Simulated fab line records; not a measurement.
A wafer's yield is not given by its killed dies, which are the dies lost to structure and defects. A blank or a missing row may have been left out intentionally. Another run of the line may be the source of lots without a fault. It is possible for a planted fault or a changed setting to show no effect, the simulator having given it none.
fab line records -- flow sfqLine
record: lots: 5, wafers: 23
route steps=325 shown I7@307 M8@321
startH: hours from the record's first day to the start of the lot's first wafer shown -- waitH: hours from the lot's prior step to this one -- " as in the row above -- L1.1+2: a row that stands for several wafers -- - no value, or no start given -- * or withheld: withheld -- < > ~ a bound
route shown NAME@n: names a module that has steps shown in the file, with the first one's number in the route -- usual: average and standard deviation across the fault-free wafers -- same: alike in all rows -- chamber/n: place in a boat -- sites: readings site by site -- _std_site: standard deviation across them -- _edge_site: the outer-site mean with the inner-site mean subtracted -- radiusMm: for every site, how far away it sits from the centre of the wafer -- mask NAME#n: copy n -- behind: the most recent tool/chamber to have shaped the wafer -- hold: what put the lot on hold/how long, in hours/how the hold closed -- device: the n, p or np transistor that did not switch -- end of line: tests of these same wafers at the route's end -- step lacking rows: just its recipe -- killed: at the first sort, the dies lost to defects and structure; wafer yield is something else -- map: dies across one wafer; x = killed, . = not, _ = none there
set.NAME: setting as actually run; set.NAME@STEP: the setting as run at that earlier step -- model.NAME: the simulator's own value behind a step, which no gauge read
one table per step and one row per wafer, for lots whose settings were changed on purpose
== steps ==
step: SFQ_TRILAYER_I7_VIA_BARC_OPEN_VIA_ETCH_260
recipe: maskMaterial: PR, chemistry: O2, targetDepthNm: 125, target: BARC, sourceW: 500, biasW: 80, pressureMtorr: 30, timeS: 41.7
lot.wafer,tool,chamber,startH,waitH,set.biasW,set.spinRpm@TRILAYER_I7_VIA_LITHO_COAT_192,model.etch.depthNm
L074.1,rieDiel-02,3,1888.93,0.0,80,3000,62.25
L074.2,rieDiel-02,1,1888.93,0.0,89.23,3000,62.32
L074.4,rieDiel-02,0,1888.93,0.0,89.23,3000,62.24
L074.5,rieDiel-02,3,1888.93,0.0,80,3125,61.15
L074.6,rieDiel-02,1,1888.93,0.0,89.23,3125,60.93
L075.1,rieDiel-03,1,1890.13,0.0,73.46,3000,61.96
L075.2,rieDiel-03,3,1890.13,0.0,80,3065,61.1
L075.3,rieDiel-03,0,1890.13,0.0,80,3000,61.92
L075.4,rieDiel-03,2,1890.13,0.0,73.46,3000,-
L075.5,rieDiel-03,1,1890.13,0.0,80,3065,-
L076.2+5,rieDiel-01,"1,0",1891.33,0.0,80,3000,-
L076.3,rieDiel-01,0,1891.33,0.0,80,3000,61.89
L076.4,rieDiel-01,2,1891.33,0.0,80,3000,61.9
L076.6,rieDiel-01,3,1891.33,0.0,80,3000,61.95
L078.1,rieDiel-03,1,1893.73,0.0,80,3000,62.24
L078.4,rieDiel-03,3,1893.73,0.0,80,3000,62.3
L078.5,rieDiel-03,3,1893.73,0.0,80,3000,62.53
L083.1,rieDiel-01,1,1988.33,0.0,80,3061,61.4
L083.2,rieDiel-01,0,1988.33,0.0,80,3061,61.33
L083.3,rieDiel-01,3,1988.33,0.0,80,3000,62.19
L083.4,rieDiel-01,3,1988.33,0.0,80,3061,61.37
L083.5,rieDiel-01,0,1988.33,0.0,80,3000,61.97
step: SFQ_TRILAYER_M8_DEP_EVAP_196
recipe: material: Au, angularSpreadDeg: 1, targetThkNm: 180, timeS: 900, powerW: 2000
lot.wafer,tool,chamber,startH,waitH,set.timeS,model.Au_of_TRILAYER_M8_DEP_EVAP_196.thkNm
L074.1,pvdSputter-02,-,1979.02,0.1,795.5,162.1
L074.2,pvdSputter-02,-,1979.02,0.1,900,183.5
L074.4,pvdSputter-02,-,1979.02,0.1,795.5,161.6
L074.5,pvdSputter-02,-,1979.02,0.1,795.5,162.4
L074.6,pvdSputter-02,-,1979.02,0.1,900,181.4
L075.1,pvdSputter-01,-,1981.42,0.1,968.6,192.4
L075.2,pvdSputter-01,-,1981.42,0.1,968.6,192.3
L075.3,pvdSputter-01,-,1981.42,0.1,900,182.6
L075.4,pvdSputter-01,-,1981.42,0.1,968.6,188.2
L075.5,pvdSputter-01,-,1981.42,0.1,900,180.8
L076.2,pvdSputter-02,-,1985.02,0.1,900,180.6
L076.3,pvdSputter-02,-,1985.02,0.1,789,157.3
L076.4,pvdSputter-02,-,1985.02,0.1,789,157.4
L076.5,pvdSputter-02,-,1985.02,0.1,900,181
L076.6,pvdSputter-02,-,1985.02,0.1,789,158.3
L078.1,pvdSputter-02,-,1991.10,0.1,900,179.6
L078.4,pvdSputter-02,-,1991.10,0.1,900,179.4
L078.5,pvdSputter-02,-,1991.10,0.1,900,179.7
L083.1,pvdSputter-01,-,2077.77,0.1,900,178.7
L083.2,pvdSputter-01,-,2077.77,0.1,900,183.5
L083.3,pvdSputter-01,-,2077.77,0.1,900,182.7
L083.4,pvdSputter-01,-,2077.77,0.1,900,185.2
L083.5,pvdSputter-01,-,2077.77,0.1,900,178.9
step: SFQ_M8_RS_MEAS_949
recipe: thkMeasGauge: four-point-probe, reads: Au_of_TRILAYER_M8_DEP_EVAP_196+Pt_of_TRILAYER_M8_DEP_EVAP_198+Ti_of_TRILAYER_M8_DEP_EVAP_197
usual: M8_AU_RS: 0.1533/0.002
lot.wafer,tool,chamber,startH,waitH,set.timeS@TRILAYER_M8_DEP_EVAP_196,M8_AU_RS[ohm/sq]
L074.1,filmMetro-03,-,1979.54,0.3,795.5,0.1708
L074.2,filmMetro-03,-,1979.54,0.3,900,0.1505
L074.4,filmMetro-03,-,1979.54,0.3,795.5,0.1710
L074.5,filmMetro-03,-,1979.54,0.3,795.5,0.1701
L074.6,filmMetro-03,-,1979.54,0.3,900,0.1521
L075.1,filmMetro-03,-,1981.94,0.3,968.6,0.1435
L075.2,filmMetro-03,-,1981.94,0.3,968.6,0.1437
L075.3,filmMetro-03,-,1981.94,0.3,900,0.1509
L075.4,filmMetro-03,-,1981.94,0.3,968.6,0.1470
L075.5,filmMetro-03,-,1981.94,0.3,900,0.1525
L076.2,filmMetro-04,-,1985.56,0.3,900,0.1535
L076.3,filmMetro-04,-,1985.56,0.3,789,0.1765
L076.4,filmMetro-04,-,1985.56,0.3,789,0.1763
L076.5,filmMetro-04,-,1985.56,0.3,900,0.1532
L076.6,filmMetro-04,-,1985.56,0.3,789,0.1755
L078.1,filmMetro-01,-,1991.61,0.3,900,0.1544
L078.4,filmMetro-01,-,1991.61,0.3,900,0.1542
L078.5,filmMetro-01,-,1991.61,0.3,900,0.1544
L083.1,filmMetro-04,-,2078.28,0.3,900,0.1551
L083.2,filmMetro-04,-,2078.28,0.3,900,0.1509
L083.3,filmMetro-04,-,2078.28,0.3,900,0.1513
L083.4,filmMetro-04,-,2078.28,0.3,900,0.1491
L083.5,filmMetro-04,-,2078.28,0.3,900,0.1548
step: SFQ_M8_THK_MEAS_950
recipe: thkMeasGauge: xrf, reads: Au_of_TRILAYER_M8_DEP_EVAP_196
usual: M8_AU_THK: 179.0/2.6
lot.wafer,tool,chamber,startH,waitH,set.timeS@TRILAYER_M8_DEP_EVAP_196,M8_AU_THK[nm]
L074.1,filmMetro-03,-,1979.66,0.1,795.5,158.8
L074.2,filmMetro-03,-,1979.66,0.1,900,179.7
L074.4,filmMetro-03,-,1979.66,0.1,795.5,159.3
L074.5,filmMetro-03,-,1979.66,0.1,795.5,159.5
L074.6,filmMetro-03,-,1979.66,0.1,900,178.1
L075.1,filmMetro-03,-,1982.06,0.1,968.6,187.4
L075.2,filmMetro-03,-,1982.06,0.1,968.6,188.3
L075.3,filmMetro-03,-,1982.06,0.1,900,179.5
L075.4,filmMetro-03,-,1982.06,0.1,968.6,184.3
L075.5,filmMetro-03,-,1982.06,0.1,900,177.0
L076.2,filmMetro-04,-,1985.67,0.1,900,180.1
L076.3,filmMetro-04,-,1985.67,0.1,789,156.2
L076.4,filmMetro-04,-,1985.67,0.1,789,157.0
L076.5,filmMetro-04,-,1985.67,0.1,900,179.4
L076.6,filmMetro-04,-,1985.67,0.1,789,157.6
L078.1,filmMetro-01,-,1991.73,0.1,900,179.7
L078.4,filmMetro-01,-,1991.73,0.1,900,179.1
L078.5,filmMetro-01,-,1991.73,0.1,900,179.1
L083.1,filmMetro-04,-,2078.40,0.1,900,178.3
L083.2,filmMetro-04,-,2078.40,0.1,900,183.5
L083.3,filmMetro-04,-,2078.40,0.1,900,182.3
L083.4,filmMetro-04,-,2078.40,0.1,900,185.2
L083.5,filmMetro-04,-,2078.40,0.1,900,179.0
== key ==
split: step: SFQ_TRILAYER_I7_VIA_BARC_OPEN_VIA_ETCH_260, setting: biasW, stated: 80, by: wafer
response none clear
split: step: SFQ_TRILAYER_M8_DEP_EVAP_196, setting: timeS, stated: 900, by: wafer
response: step: SFQ_TRILAYER_M8_DEP_EVAP_196, reading: model.Au_of_TRILAYER_M8_DEP_EVAP_196.thkNm, change: +1.72, per: 1%, r: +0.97
response: step: SFQ_M8_RS_MEAS_949, reading: M8_AU_RS, change: -0.00162, per: 1%, r: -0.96
response: step: SFQ_M8_THK_MEAS_950, reading: M8_AU_THK, change: +1.66, per: 1%, r: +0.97
split outsideThisFile step=SFQ_TRILAYER_I7_VIA_LITHO_COAT_192 setting=spinRpm
split outsideThisFile: this setting was split too, and the file shows its column; the key of that split is in another file
